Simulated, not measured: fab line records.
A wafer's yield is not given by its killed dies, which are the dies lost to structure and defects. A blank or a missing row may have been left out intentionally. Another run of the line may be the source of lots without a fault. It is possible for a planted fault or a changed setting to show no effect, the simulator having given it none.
The tool behind it: which one? + flow sky130 + 14 lots with 42 wafers sampled at 4 steps, on a route of 708 steps

== WHAT THE GAUGES READ, wafer by wafer ==
No reading from a measuring or inspecting step in the record can be judged against a usual standard deviation.

== WHAT TOOL EACH LOT RAN ON (gives the tool, then ch and the chambers of the sampled wafers, and finally the start) ==
| lot  | SKY_VIA1_ETCH_15                   | SKY_VIA1_STRIP_16                    | SKY_METAL2_SPUTTER_00        | SKY_METAL2_SPUTTER_01        |
|------|------------------------------------|--------------------------------------|------------------------------|------------------------------|
| L831 | rie diel-02 ch 1,2, day 33 11:40   | plasma asher-01 ch 0,1, day 33 11:44 | pvd sputter-03, day 33 13:25 | pvd sputter-03, day 33 13:26 |
| L833 | rie diel-04 ch 1,2, day 33 18:49   | plasma asher-02 ch 0,1, day 33 18:52 | pvd sputter-04, day 33 20:10 | pvd sputter-04, day 33 20:11 |
| L834 | rie diel-01 ch 0,1,2, day 34 10:07 | plasma asher-01 ch 0,1, day 34 10:10 | pvd sputter-02, day 34 11:24 | pvd sputter-02, day 34 11:25 |
| L835 | rie diel-02 ch 0,1,3, day 34 15:00 | plasma asher-02 ch 0,1, day 34 15:02 | pvd sputter-03, day 34 16:18 | pvd sputter-03, day 34 16:19 |
| L837 | rie diel-02 ch 1,2,3, day 35 05:58 | plasma asher-01 ch 0,1, day 35 06:01 | pvd sputter-03, day 35 07:17 | pvd sputter-03, day 35 07:18 |
| L838 | rie diel-02 ch 1,2,3, day 35 17:15 | plasma asher-04 ch 0,1, day 35 17:17 | pvd sputter-03, day 35 18:31 | pvd sputter-03, day 35 18:32 |
| L840 | rie diel-01 ch 0,2,3, day 36 09:04 | plasma asher-02 ch 0,1, day 36 09:09 | pvd sputter-04, day 36 10:20 | pvd sputter-04, day 36 10:22 |
| L841 | rie diel-01 ch 1,3, day 36 15:31   | plasma asher-02 ch 0,1, day 36 15:34 | pvd sputter-03, day 36 17:17 | pvd sputter-03, day 36 17:18 |
| L844 | rie diel-04 ch 0,1, day 37 06:55   | plasma asher-01 ch 0,1, day 37 06:59 | pvd sputter-04, day 37 08:17 | pvd sputter-04, day 37 08:18 |
| L845 | rie diel-02 ch 1,2,3, day 37 13:55 | plasma asher-04 ch 0,1, day 37 13:58 | pvd sputter-03, day 37 15:11 | pvd sputter-03, day 37 15:13 |
| L849 | rie diel-01 ch 2,3, day 39 00:36   | plasma asher-01 ch 0,1, day 39 00:39 | pvd sputter-02, day 39 01:59 | pvd sputter-02, day 39 02:01 |
| L850 | rie diel-04 ch 0,2,3, day 40 01:25 | plasma asher-01 ch 1, day 40 01:28   | pvd sputter-04, day 40 02:43 | pvd sputter-04, day 40 02:44 |
| L852 | rie diel-01 ch 1,3, day 40 08:30   | plasma asher-01 ch 0, day 40 08:33   | pvd sputter-04, day 40 09:47 | pvd sputter-04, day 40 09:48 |
| L854 | rie diel-04 ch 0,1,3, day 40 14:34 | plasma asher-04 ch 0,1, day 40 14:37 | pvd sputter-04, day 40 15:52 | pvd sputter-04, day 40 15:53 |
- SKY_VIA1_ETCH_15: etches SiO2 in C4F8/O2/Ar, stops on TiN, target depth 351 nm, time 54 s.
- SKY_VIA1_STRIP_16: strips in O2/N2.
- SKY_METAL2_SPUTTER_00: material Ti, target thk 15 nm, time 10 s.
- SKY_METAL2_SPUTTER_01: material TiN, target thk 20 nm, time 16.7 s.

== AS READ BY THE TOOLS THEMSELVES (means over the sampled wafers that have a number; for cases with no such wafer, the mark the record gives instead) ==
SKY_VIA1_ETCH_15. Usual: oes product au reads 0.982 a.u. (standard deviation 0.0055).
| lot  | tool        | oes product au (a.u.) | flag |
|------|-------------|-----------------------|------|
| L831 | rie diel-02 | 0.987                 |      |
| L833 | rie diel-04 | 0.974                 |      |
| L834 | rie diel-01 | 0.980                 |      |
| L835 | rie diel-02 | 0.983                 |      |
| L837 | rie diel-02 | 0.983                 |      |
| L838 | rie diel-02 | 0.979                 |      |
| L840 | rie diel-01 | 0.983                 |      |
| L841 | rie diel-01 | 0.984                 |      |
| L844 | rie diel-04 | 0.982                 |      |
| L845 | rie diel-02 | 0.978                 |      |
| L849 | rie diel-01 | 0.977                 |      |
| L850 | rie diel-04 | 0.905                 | OFF  |
| L852 | rie diel-01 | 0.986                 |      |
| L854 | rie diel-04 | 0.842                 | OFF  |

SKY_VIA1_STRIP_16. Usual: drypump motor current A 5.7 A, standard deviation 0.52; n2 flow sccm 300.1 sccm, standard deviation 0.86; o2 flow sccm 3001 sccm, standard deviation 8.2; oes product au 0.416 a.u., standard deviation 0.005; strip time to endpoint s 4.445 s, standard deviation 0.019.
| lot  | tool            | drypump motor current A (A) | n2 flow sccm (sccm) | o2 flow sccm (sccm) | oes product au (a.u.) | strip time to endpoint s (s) | flag |
|------|-----------------|-----------------------------|---------------------|---------------------|-----------------------|------------------------------|------|
| L831 | plasma asher-01 | 5.9                         | 299.5               | 3002                | 0.410                 | 4.449                        |      |
| L833 | plasma asher-02 | 5.9                         | 299.3               | 3008                | 0.414                 | 4.448                        |      |
| L834 | plasma asher-01 | 5.9                         | 299.7               | 3005                | 0.418                 | 4.433                        |      |
| L835 | plasma asher-02 | 5.9                         | 299.2               | 3003                | 0.419                 | 4.457                        |      |
| L837 | plasma asher-01 | 5.9                         | 300.4               | 2999                | 0.410                 | 4.454                        |      |
| L838 | plasma asher-04 | 5.8                         | 300.1               | 3002                | 0.416                 | 4.448                        |      |
| L840 | plasma asher-02 | 5.7                         | 299.8               | 2993                | 0.418                 | 4.411                        |      |
| L841 | plasma asher-02 | 5.9                         | 300.5               | 2997                | 0.415                 | 4.415                        |      |
| L844 | plasma asher-01 | 5.9                         | 300.0               | 3002                | 0.413                 | 4.443                        |      |
| L845 | plasma asher-04 | 5.8                         | 301.0               | 2996                | 0.416                 | 4.437                        |      |
| L849 | plasma asher-01 | 5.9                         | 300.5               | 3000                | 0.417                 | 4.447                        |      |
| L850 | plasma asher-01 | 5.0                         | 300.1               | 3001                | 0.420                 | 4.578                        | OFF  |
| L852 | plasma asher-01 | 6.4                         | 299.7               | 2999                | 0.418                 | 4.447                        |      |
| L854 | plasma asher-04 | 5.4                         | 300.0               | 3007                | 0.421                 | 4.603                        | OFF  |

SKY_METAL2_SPUTTER_00. Usual: chamber pressure pa 0.3999 Pa, standard deviation 0.00085; throttle valve pct 29.6 %, standard deviation 1.1.
| lot  | tool           | chamber pressure pa (Pa) | throttle valve pct (%) | flag |
|------|----------------|--------------------------|------------------------|------|
| L831 | pvd sputter-03 | 0.4007                   | 29.7                   |      |
| L833 | pvd sputter-04 | 0.4000                   | 29.2                   |      |
| L834 | pvd sputter-02 | 0.4003                   | 28.0                   |      |
| L835 | pvd sputter-03 | 0.3998                   | 30.3                   |      |
| L837 | pvd sputter-03 | 0.4002                   | 29.6                   |      |
| L838 | pvd sputter-03 | 0.3997                   | 29.3                   |      |
| L840 | pvd sputter-04 | 0.4009                   | 29.4                   |      |
| L841 | pvd sputter-03 | 0.3997                   | 29.1                   |      |
| L844 | pvd sputter-04 | 0.4000                   | 30.7                   |      |
| L845 | pvd sputter-03 | 0.3992                   | 29.3                   |      |
| L849 | pvd sputter-02 | 0.4008                   | 29.8                   |      |
| L850 | pvd sputter-04 | 0.3996                   | 30.8                   |      |
| L852 | pvd sputter-04 | 0.3988                   | 30.2                   |      |
| L854 | pvd sputter-04 | 0.3996                   | 30.9                   |      |

SKY_METAL2_SPUTTER_01. Usual: chamber pressure pa 0.4001 Pa, standard deviation 0.00074; throttle valve pct 29.6 %, standard deviation 1.2.
| lot  | tool           | chamber pressure pa (Pa) | throttle valve pct (%) | flag |
|------|----------------|--------------------------|------------------------|------|
| L831 | pvd sputter-03 | 0.3993                   | 29.9                   |      |
| L833 | pvd sputter-04 | 0.3998                   | 29.2                   |      |
| L834 | pvd sputter-02 | 0.4006                   | 28.0                   |      |
| L835 | pvd sputter-03 | 0.3999                   | 30.3                   |      |
| L837 | pvd sputter-03 | 0.4001                   | 29.6                   |      |
| L838 | pvd sputter-03 | 0.3997                   | 29.3                   |      |
| L840 | pvd sputter-04 | 0.4002                   | 29.2                   |      |
| L841 | pvd sputter-03 | 0.4010                   | 29.2                   |      |
| L844 | pvd sputter-04 | 0.3994                   | 30.6                   |      |
| L845 | pvd sputter-03 | 0.4009                   | 29.4                   |      |
| L849 | pvd sputter-02 | 0.3997                   | 29.9                   |      |
| L850 | pvd sputter-04 | 0.3993                   | 30.5                   |      |
| L852 | pvd sputter-04 | 0.4005                   | 30.4                   |      |
| L854 | pvd sputter-04 | 0.4009                   | 30.8                   |      |

== THE ANSWER, worked out from the rows above alone ==
Rule: take the mean of a lot's wafers that have a number; if it is more than 3 standard deviations from the usual mean, the lot is off. A lot without any number at a reading at which 4 lots or more have one is off too. The other lots that the step has rows for count as sound. After the gauges, taken in route order, come the tools' own readings; for these a lot's mean is taken, as printed above. At the first step where some lot is off, the reading lying furthest off is the one used; lots without a number count as furthest.
Off at SKY_VIA1_ETCH_15 (oes product au): L850, L854.
A tool fits if, at that step or a process step before it, it ran every lot that is off, and no sound lot after the first of them. One fits: rie diel-04 at SKY_VIA1_ETCH_15. A fault onset in the window from L844 (day 37 06:55, its last sound lot) to L850 (day 40 01:25, its first lot off) fits.
On the lots that are off, the tool's own readings at SKY_VIA1_ETCH_15 differ by more than 5 times the standard deviation of the sound lots' means, which bears it out; oes product au reads 0.873 a.u. there versus 0.981 a.u. on the sound lots.

== WHAT THE SIMULATOR HAD PUT IN ==
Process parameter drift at SKY_VIA1_ETCH_15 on rie diel-04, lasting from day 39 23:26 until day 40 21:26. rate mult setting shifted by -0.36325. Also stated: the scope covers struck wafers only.
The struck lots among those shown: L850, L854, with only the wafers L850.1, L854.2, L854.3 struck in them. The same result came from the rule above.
